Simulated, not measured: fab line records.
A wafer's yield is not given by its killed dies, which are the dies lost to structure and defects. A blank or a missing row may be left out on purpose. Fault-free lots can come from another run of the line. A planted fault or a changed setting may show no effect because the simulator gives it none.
Which tool did it? + flow sky130 + Sampling: 12 lots, 36 wafers, 4 of 708 route steps

## WHAT THE GAUGES READ, wafer by wafer
SKY_SONOS_TUNNEL_CD_MEAS_07: target cd 410 nm.
| lot  | measured     | on        | cd-nm (nm)        |
|------|--------------|-----------|-------------------|
| L781 | day 11 05:38 | cd-sem-02 | 412.5 409.7 409.3 |
| L783 | day 11 22:58 | cd-sem-02 | 412.7 410.6 408.6 |
| L789 | day 14 09:07 | cd-sem-01 | 411.9 409.2 409.7 |
| L792 | day 15 05:43 | cd-sem-02 | 411.4 411.6 411.1 |
| L793 | day 15 10:19 | cd-sem-02 | 406.6 405.8 406.7 |
| L794 | day 15 16:28 | cd-sem-02 | 409.9 410.7 408.2 |
| L795 | day 16 00:10 | cd-sem-01 | 409.6 413.2 408.9 |
| L796 | day 16 02:49 | cd-sem-02 | 414.2 412.4 413.2 |
| L798 | day 16 20:22 | cd-sem-02 | - - -             |
| L799 | day 17 08:08 | cd-sem-02 | - - -             |
| L801 | day 17 22:37 | cd-sem-01 | - - -             |
| L804 | day 18 22:13 | cd-sem-01 | 414.2 410.8 413.1 |

SKY_SONOS_ONO_THK_MEAS_05.
| lot  | measured     | on            | SONOS_ONO_CVD_04_THK (nm) |
|------|--------------|---------------|---------------------------|
| L781 | day 11 11:26 | film-metro-03 | 5.72 5.65 5.75            |
| L783 | day 12 05:30 | film-metro-03 | 5.85 5.83 5.71            |
| L789 | day 14 18:53 | film-metro-04 | 5.84 5.79 5.76            |
| L792 | day 15 10:08 | film-metro-03 | 5.75 5.68 5.71            |
| L793 | day 15 15:27 | film-metro-03 | 5.86 5.78 5.83            |
| L794 | day 15 21:07 | film-metro-03 | 5.73 5.60 5.66            |
| L795 | day 16 07:04 | film-metro-03 | 5.77 5.71 5.68            |
| L796 | day 16 08:20 | film-metro-04 | 5.77 5.66 5.64            |
| L804 | day 19 05:48 | film-metro-03 | 5.78 5.68 5.71            |

## TOOL THAT RAN EACH LOT (tool first, then ch and the chambers of the sampled wafers, then the start)
| lot  | SKY_NWELL_RTA_28                 | SKY_SONOS_TUNNEL_COAT_02          |
|------|----------------------------------|-----------------------------------|
| L781 | rtp-anneal-02 ch 0, day 5 06:01  | litho-track-01 ch 0, day 10 18:07 |
| L783 | rtp-anneal-02 ch 0, day 5 18:07  | litho-track-02 ch 0, day 11 10:01 |
| L789 | rtp-anneal-01 ch 0, day 7 14:05  | litho-track-03 ch 0, day 13 19:34 |
| L792 | rtp-anneal-01 ch 0, day 8 07:56  | litho-track-02 ch 0, day 14 15:47 |
| L793 | rtp-anneal-02 ch 0, day 8 09:43  | litho-track-02 ch 0, day 14 20:16 |
| L794 | rtp-anneal-02 ch 0, day 8 15:07  | litho-track-01 ch 0, day 15 02:46 |
| L795 | rtp-anneal-01 ch 0, day 8 20:38  | litho-track-02 ch 0, day 15 10:38 |
| L796 | rtp-anneal-02 ch 0, day 9 01:07  | litho-track-03 ch 0, day 15 13:25 |
| L798 | rtp-anneal-02 ch 0, day 9 11:56  | litho-track-02, day 16 06:16      |
| L799 | rtp-anneal-01 ch 0, day 9 21:57  | litho-track-02, day 16 17:40      |
| L801 | rtp-anneal-01 ch 0, day 10 08:35 | litho-track-02, day 17 06:58      |
| L804 | rtp-anneal-02 ch 0, day 11 02:11 | litho-track-02 ch 0, day 18 06:17 |
- SKY_NWELL_RTA_28: time 30 s.
- SKY_SONOS_TUNNEL_COAT_02: resist thk 1140 nm.

## AS READ BY THE TOOLS THEMSELVES (means over the sampled wafers that have a number; for cases with no such wafer, the mark the record gives instead)
SKY_NWELL_RTA_28.
| lot  | tool          | lamp-power-pct (%) | wafer_temp_C_max |
|------|---------------|--------------------|------------------|
| L781 | rtp-anneal-02 | 25.33              | 1055.5           |
| L783 | rtp-anneal-02 | 25.28              | 1055.0           |
| L789 | rtp-anneal-01 | 25.33              | 1054.2           |
| L792 | rtp-anneal-01 | 25.25              | 1054.8           |
| L793 | rtp-anneal-02 | 25.29              | 1055.4           |
| L794 | rtp-anneal-02 | 25.28              | 1054.5           |
| L795 | rtp-anneal-01 | 25.31              | 1054.5           |
| L796 | rtp-anneal-02 | 25.34              | 1055.1           |
| L798 | rtp-anneal-02 | 25.26              | 1055.2           |
| L799 | rtp-anneal-01 | 25.27              | 1056.4           |
| L801 | rtp-anneal-01 | 25.30              | 1054.1           |
| L804 | rtp-anneal-02 | 25.30              | 1054.2           |

SKY_SONOS_TUNNEL_COAT_02.
| lot  | tool           | chill-plate-temp-C (C) | dispense-pressure-kPa (kPa) | resist-line-temp-C (C) |
|------|----------------|------------------------|-----------------------------|------------------------|
| L781 | litho-track-01 | 22.94                  | 50.3                        | 23.09                  |
| L783 | litho-track-02 | 23.05                  | 48.8                        | 22.87                  |
| L789 | litho-track-03 | 22.82                  | 49.6                        | 23.10                  |
| L792 | litho-track-02 | 22.98                  | 48.9                        | 22.90                  |
| L793 | litho-track-02 | 23.03                  | 48.9                        | 23.04                  |
| L794 | litho-track-01 | 23.08                  | 50.2                        | 22.95                  |
| L795 | litho-track-02 | 22.89                  | 48.9                        | 23.05                  |
| L796 | litho-track-03 | 22.76                  | 49.7                        | 23.01                  |
| L798 | litho-track-02 | -                      | -                           | -                      |
| L799 | litho-track-02 | -                      | -                           | -                      |
| L801 | litho-track-02 | -                      | -                           | -                      |
| L804 | litho-track-02 | 23.07                  | 48.9                        | 22.89                  |

## THE ANSWER, worked out from the rows above alone
Rule: what is usual is taken from the lots themselves. The widest of any qualifying gaps counts: lots, ordered by their means at a reading, are off when they make up no more than a third of the lots, leave a main group of 4 or more, and stand apart from it by 3 or more times the standard deviation of that group's means. A main group whose means are all the same, to the digits that the tables above print for the reading, isn't used. Also off: a lot with no number at a reading for which 4 or more lots have one. The other lots that the step has rows for count as sound. The gauges are gone through in route order, then the tools' own readings, and for those a lot's mean is taken as printed above. At the first step where some lot is off, the reading lying furthest off is the one used; lots without a number count as furthest.
Off: L798, L799, L801 (SKY_SONOS_TUNNEL_CD_MEAS_07, cd-nm). Without a number there: L798, L799, L801. Main group: mean 410.6 nm, sd 1.9.
If a tool, at a process step before that reading, ran all the lots that are off and no sound lot after the first of them, it fits. Not tried: the gauges at SKY_SONOS_TUNNEL_CD_MEAS_07; whatever is off there is also off at SKY_SONOS_TUNNEL_COAT_02, on other tools, and gauge error can't account for it. None of those tried fits.

## WHAT THE SIMULATOR PUT IN
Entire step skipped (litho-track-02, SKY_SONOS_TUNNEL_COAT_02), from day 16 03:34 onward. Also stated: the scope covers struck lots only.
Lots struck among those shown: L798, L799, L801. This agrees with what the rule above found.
